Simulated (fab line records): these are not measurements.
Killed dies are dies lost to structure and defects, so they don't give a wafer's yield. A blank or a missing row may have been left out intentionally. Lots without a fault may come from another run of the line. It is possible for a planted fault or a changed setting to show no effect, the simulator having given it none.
Check of tool commonality / flow gf180mcu / 39 wafers sampled across 13 lots

REASON FOR OPENING
At GF_MVSD_TW_MEAS_11 the reading MVSD_TW is flagged on 1 of 13 lots. No-fault wafers: 1573, standard deviation 8.8.
Rule: a lot is flagged when every wafer of it that has a number lies more than 4 standard deviations from that mean, or none has a number. The rest of the lots are taken to be sound.

lot=L257; measured=day 4 21:01; on=filmMetro-02; MVSD_TW, wafer by wafer=1585 1584 1578; flag=
lot=L258; measured=day 4 21:52; on=filmMetro-02; MVSD_TW, wafer by wafer=1588 1592 1582; flag=
lot=L259; measured=day 5 03:10; on=filmMetro-02; MVSD_TW, wafer by wafer=1586 1590 1575; flag=
lot=L261; measured=day 5 15:16; on=filmMetro-03; MVSD_TW, wafer by wafer=30 30 30; flag=FLAGGED
lot=L263; measured=day 6 03:55; on=filmMetro-01; MVSD_TW, wafer by wafer=1557 1565 1566; flag=
lot=L270; measured=day 7 14:59; on=filmMetro-02; MVSD_TW, wafer by wafer=1576 1586 1574; flag=
lot=L271; measured=day 7 19:17; on=filmMetro-03; MVSD_TW, wafer by wafer=1575 1571 1564; flag=
lot=L272; measured=day 8 03:07; on=filmMetro-02; MVSD_TW, wafer by wafer=1570 1581 1575; flag=
lot=L273; measured=day 8 07:14; on=filmMetro-01; MVSD_TW, wafer by wafer=1575 1572 1565; flag=
lot=L274; measured=day 8 13:52; on=filmMetro-01; MVSD_TW, wafer by wafer=1563 1559 1570; flag=
lot=L275; measured=day 8 17:41; on=filmMetro-02; MVSD_TW, wafer by wafer=1575 1580 1586; flag=
lot=L277; measured=day 9 07:14; on=filmMetro-03; MVSD_TW, wafer by wafer=1569 1565 1573; flag=
lot=L279; measured=day 9 18:25; on=filmMetro-03; MVSD_TW, wafer by wafer=1576 1578 1570; flag=
Flagged lots average 30: -1543 relative to the usual, that is -99 or more standard deviations.

TOOL THAT RAN EACH LOT
The record holds 1 process step before the reading, out of a route of 602 steps. In each cell: the tool, then ch and the chambers that the sampled wafers went through, then the start.
lot=L257; flag=; GF_MVSD_EXPOSE_04=ilineStepper-01 ch 0, day 4 13:41
lot=L258; flag=; GF_MVSD_EXPOSE_04=ilineStepper-02 ch 0, day 4 15:07
lot=L259; flag=; GF_MVSD_EXPOSE_04=ilineStepper-01 ch 0, day 4 20:05
lot=L261; flag=FLAGGED; GF_MVSD_EXPOSE_04=ilineStepper-01 ch 0, day 5 08:15
lot=L263; flag=; GF_MVSD_EXPOSE_04=ilineStepper-01 ch 0, day 5 20:25
lot=L270; flag=; GF_MVSD_EXPOSE_04=ilineStepper-01 ch 0, day 7 06:44
lot=L271; flag=; GF_MVSD_EXPOSE_04=ilineStepper-01 ch 0, day 7 11:12
lot=L272; flag=; GF_MVSD_EXPOSE_04=ilineStepper-01 ch 0, day 7 18:25
lot=L273; flag=; GF_MVSD_EXPOSE_04=ilineStepper-01 ch 0, day 7 22:55
lot=L274; flag=; GF_MVSD_EXPOSE_04=ilineStepper-02 ch 0, day 8 05:44
lot=L275; flag=; GF_MVSD_EXPOSE_04=ilineStepper-01 ch 0, day 8 09:31
lot=L277; flag=; GF_MVSD_EXPOSE_04=ilineStepper-01 ch 0, day 8 23:13
lot=L279; flag=; GF_MVSD_EXPOSE_04=ilineStepper-02 ch 0, day 9 09:15
These steps, and what they do:
- GF_MVSD_EXPOSE_04: exposes mask MVSD, target cd 1000 nm.
- GF_MVSD_TW_MEAS_11

FLAGGED OVER TOTAL, TOOL BY TOOL (the gauges that took the reading come last)
step=GF_MVSD_EXPOSE_04; tool=ilineStepper-01; lots run=10; flagged=1; share of the flagged lots=all; sound lots run after its first flagged lot=7 (L263,L270,L271,L272,L273,L275,L277)
step=GF_MVSD_EXPOSE_04; tool=ilineStepper-02; lots run=3; flagged=0; share of the flagged lots=none; sound lots run after its first flagged lot=-
step=GF_MVSD_TW_MEAS_11; tool=filmMetro-01; lots run=3; flagged=0; share of the flagged lots=none; sound lots run after its first flagged lot=-
step=GF_MVSD_TW_MEAS_11; tool=filmMetro-02; lots run=6; flagged=0; share of the flagged lots=none; sound lots run after its first flagged lot=-
step=GF_MVSD_TW_MEAS_11; tool=filmMetro-03; lots run=4; flagged=1; share of the flagged lots=all; sound lots run after its first flagged lot=3 (L271,L277,L279)

THE TABLE: WHAT IT ALLOWS
ilineStepper-01 at GF_MVSD_EXPOSE_04 and filmMetro-03 at GF_MVSD_TW_MEAS_11 are the 2 rows of the table that ran each flagged lot.
- ilineStepper-01 at GF_MVSD_EXPOSE_04 ran 10 lots, 1 of them flagged. Lots that were sound ran on it after the first flagged one (L263, L270, L271, L272, L273, L275, L277); a persistent fault on the entire tool would not allow that.
- filmMetro-03 at GF_MVSD_TW_MEAS_11 ran 4 lots, 1 of them flagged. Lots that were sound ran on it after the first flagged one (L271, L277, L279); a persistent fault on the entire tool would not allow that.
No row of the table ran every flagged lot and no sound lot after the first.

WHAT THE SIMULATOR HAD INSERTED
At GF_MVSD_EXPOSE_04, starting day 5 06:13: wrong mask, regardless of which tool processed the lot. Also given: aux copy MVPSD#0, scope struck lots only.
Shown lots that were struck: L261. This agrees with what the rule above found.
